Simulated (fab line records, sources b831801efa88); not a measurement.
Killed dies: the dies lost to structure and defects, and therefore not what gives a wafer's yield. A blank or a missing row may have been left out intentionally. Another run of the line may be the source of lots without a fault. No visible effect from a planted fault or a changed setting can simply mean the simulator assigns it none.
Problem report, 8D (eight disciplines) form, completed by code	flow sky130	the parts of the form that need people (team, actions taken, sign-off) are left out

== 1. PROBLEM STATEMENT ==
killed-at-front-end at SKY_PAD_OPEN_PROBE_99 reads a mean of 51 on 6 wafers of 2 lots; wafers without a fault read 15 with a standard deviation of 4.9. That is +7.3 standard deviations from the usual mean.
First seen on wafer L990.1, day 47 14:56, on prober-01. The record holds 18 wafers of 6 lots with a number at this step. Rule for "out", or "out of limits": more than 4 standard deviations from the usual mean. All remaining wafers that have a number are taken as sound.

== 2. WHAT IT IS; WHAT IT IS NOT ==
question	is	is not
which readings at this step	killed-at-front-end	killed_at_M0_to_M3, killed_at_M4_up, killed-at-contacts, killed-at-other, killed-open
which lots	L989, L990	L984, L987, L994, L999
which wafers of those lots	all that have a number	-
read on which tools	prober-01, prober-02	-
when	from day 47 14:56	up to then (6 sound wafers); but 6 sound wafers of L994, L999 came after

== 3. SUSPECTS, AND WHAT RULES EACH OUT ==
Counting: a tool stays on the suspect list if, at a process step up to the reading, it processed all lots that are out and no sound lot following the first of them.
- plasma-asher-02 at SKY_FIELD_ISO_STRIP_16 (strips in O2/N2): kept. It processed each lot that is out, first L990 at day 3 18:22, and no sound lot thereafter; up to then, the last sound lot it processed was L984 at day 2 10:08.
- cvd-w-02 at SKY_VIA4_CVD_18 (deposits W, target thk 505 nm, time 152.14 s): ruled out as a lasting fault. The sound lots L999 went through it after L990, its earliest lot that is out (day 44 20:03).
The count leaves plasma-asher-02 at SKY_FIELD_ISO_STRIP_16.

== 4. THE CAUSE (what the simulator had put in) ==
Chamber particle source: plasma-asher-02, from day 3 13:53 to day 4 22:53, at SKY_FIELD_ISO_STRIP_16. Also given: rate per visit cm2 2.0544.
After counting, this tool was the only one left.

== 5. THE CHAIN OF EFFECTS, in route order ==
Rows list readings where the struck wafers' mean (over those with a number) sits beyond 3 standard deviations from the usual. Only readings whose record carries a usual standard deviation are examined. hours: median over the lots of the time between each lot's start at the first step of this table that gives one and its start at this step. sigmas: the change, counted in usual standard deviations.
hours	step	reading	usual	on struck wafers	change	sigmas
0	SKY_PAD_OPEN_PROBE_99	killed-at-front-end	15	51	+36	+7.3
Process steps it contains:
- SKY_PAD_OPEN_PROBE_99

== 6. WHAT WOULD HAVE CAUGHT IT SOONER ==
1057 hours passed between the start of the fault at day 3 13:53 and the first reading out of limits in this record, taken at day 47 14:56.
An alarm limit of 4 standard deviations would not have fired on the tool readings at SKY_FIELD_ISO_STRIP_16 for which the record gives a usual standard deviation, since none of them was out on any struck wafer.
All the lots that are out (2) had begun SKY_FIELD_ISO_STRIP_16 on plasma-asher-02 by day 47 14:56. Had the tool been put on hold then, not one of them would have been saved.
